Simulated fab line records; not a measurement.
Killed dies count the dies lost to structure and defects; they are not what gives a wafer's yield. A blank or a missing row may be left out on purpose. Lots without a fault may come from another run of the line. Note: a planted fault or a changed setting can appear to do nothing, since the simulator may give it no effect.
A lot that was struck, set against a sound lot :: flow sky130 :: 17 steps out of a route of 708
Sound: these wafers, L484.2, L484.3, L484.4. Struck: wafers L488.3, L488.6 (left out: L488.2, a lot-mate that was not struck); the cause follows at the end.
For every step that has rows: the tool of each side, followed by ch and its chambers, followed by its first start. Under that, the readings that differ: sound wafers :: struck wafers :: difference of the means :: sigmas: that difference in standard deviations of wafers without a fault.
alike: words and numbers the same on both sides, and readings whose means are apart by under 2 such deviations; not compared: readings that were withheld, readings missing a value for some wafer, numbers with overlapping values and no deviation given by the record, and bounds like >300 which may hide the same value.
Wherever a step has rows on one side only, a row that says differs or no value, or a row with sigmas, the two part there. Non-overlapping numbers with no deviation appear without sigmas and do not part them. A reading missing from all wafers of one side parts the sides only when that side holds two or more wafers.

first, 2 steps without rows for these wafers: SKY_CONTACT_PEB_12; SKY_CONTACT_DEVELOP_13 (develop time 60 s).
SKY_CONTACT_CD_MEAS_14: target cd 170 nm.
  sound on cd sem-01, day 32 22:04; struck on cd sem-01, day 33 19:28
reading: cd nm (nm)
sound: 167.6 167.4 167.2
struck: 171.9 170.7
difference: +3.9
sigmas: +3
SKY_CONTACT_OVL_MEAS_15:
  sound on overlay-02, day 32 22:10; struck on overlay-02, day 33 19:34
  alike: CONTACT_OVL
then, 1 step without rows for these wafers: SKY_CONTACT_ETCH_16 (etches BARC in N2/H2, stops on SiO2, time 45.9 s, target depth 60 nm).
SKY_CONTACT_ETCH_17: etches SiO2 in C4F8/O2/Ar, stops on Si3N4, target depth 340 nm.
  sound on rie diel-03 ch 0,1,2, day 32 22:15; struck on rie diel-02 ch 2,3, day 33 19:38
reading: oes product au (a.u.)
sound: 0.886 0.891 0.890
struck: 0.903 0.897
difference: +0.011
sigmas: +2
  alike: bias w
SKY_CONTACT_ETCH_18: etches Si3N4 in CHF3/O2, stops on TiN, time 39 s, target depth 75 nm.
  sound on rie diel-03 ch 0,1,2; struck on rie diel-02 ch 2,3
  alike: bias w, drypump motor current A, oes product au, throttle valve pct
  not compared: rf hours counter h
SKY_CONTACT_STRIP_19: strips in O2/N2.
  sound on plasma asher-03 ch 0,1, day 32 22:20; struck on plasma asher-04 ch 0, day 33 19:44
reading: drypump motor current A (A)
sound: 5.74 5.29 5.70
struck: 5.15 5.13
difference: -0.44
sigmas: -2
  alike: oes product au, strip time to endpoint s
  not compared: rf hours counter h
then, 3 steps without rows for these wafers: SKY_CONTACT_STRIP_20 (strips in post etch residue remover, time 1200 s); SKY_CONTACT_CLEAN_21 (cleans in IPA, time 180 s); SKY_CONTACT_CLEAN_22 (cleans in O3/DIW).
SKY_CONTACT_SPUTTER_23: material TiN, target thk 20 nm, time 80 s.
  sound on pvd sputter-04, day 32 22:56; struck on pvd sputter-04, day 33 20:20
  alike: throttle valve pct
SKY_CONTACT_CVD_24: deposits W, target thk 340 nm, time 102.12 s.
  sound on cvd w-02 ch 0,1, day 32 22:59; struck on cvd w-02 ch 0,1, day 33 20:23
reading: model.W_of_CONTACT_CVD_24.thk nm (nm)
sound: 342.9 344.8 342
struck: 362 361.5
difference: +19
sigmas: 
  alike: chamber pressure Torr, heater power w
SKY_CONTACT_RS_MEAS_25: a four-point-probe measurement.
  sound on film metro-01, day 32 23:07; struck on film metro-01, day 33 20:31
reading: CONTACT_W_RS (ohm/sq)
sound: 0.336 0.334 0.337
struck: 0.318 0.318
difference: -0.018
sigmas: -4
SKY_CONTACT_THK_MEAS_26: measures by xrf.
  sound on film metro-01, day 32 23:14; struck on film metro-01, day 33 20:38
reading: CONTACT_W_THK (nm)
sound: 340 341 339
struck: 359 361
difference: +20
sigmas: +4
SKY_CONTACT_CMP_27: polishes, stops on SiO2, t overpolish 15 s, target thk 0 nm.
  sound on cmp-02 ch 0,1,2, day 32 23:17; struck on cmp-01 ch 2,3, day 33 20:44
  alike: head pressure psi, motor current A
next, for these wafers, 1 step has no rows: SKY_PAD_OPEN_PROBE_99.

WHERE THEY PART
Earliest at SKY_CONTACT_CD_MEAS_14; latest, in this record, at SKY_CONTACT_THK_MEAS_26. Later steps at which nothing parts them and some readings are alike: SKY_CONTACT_CMP_27.

WHY: whatever the simulator had introduced
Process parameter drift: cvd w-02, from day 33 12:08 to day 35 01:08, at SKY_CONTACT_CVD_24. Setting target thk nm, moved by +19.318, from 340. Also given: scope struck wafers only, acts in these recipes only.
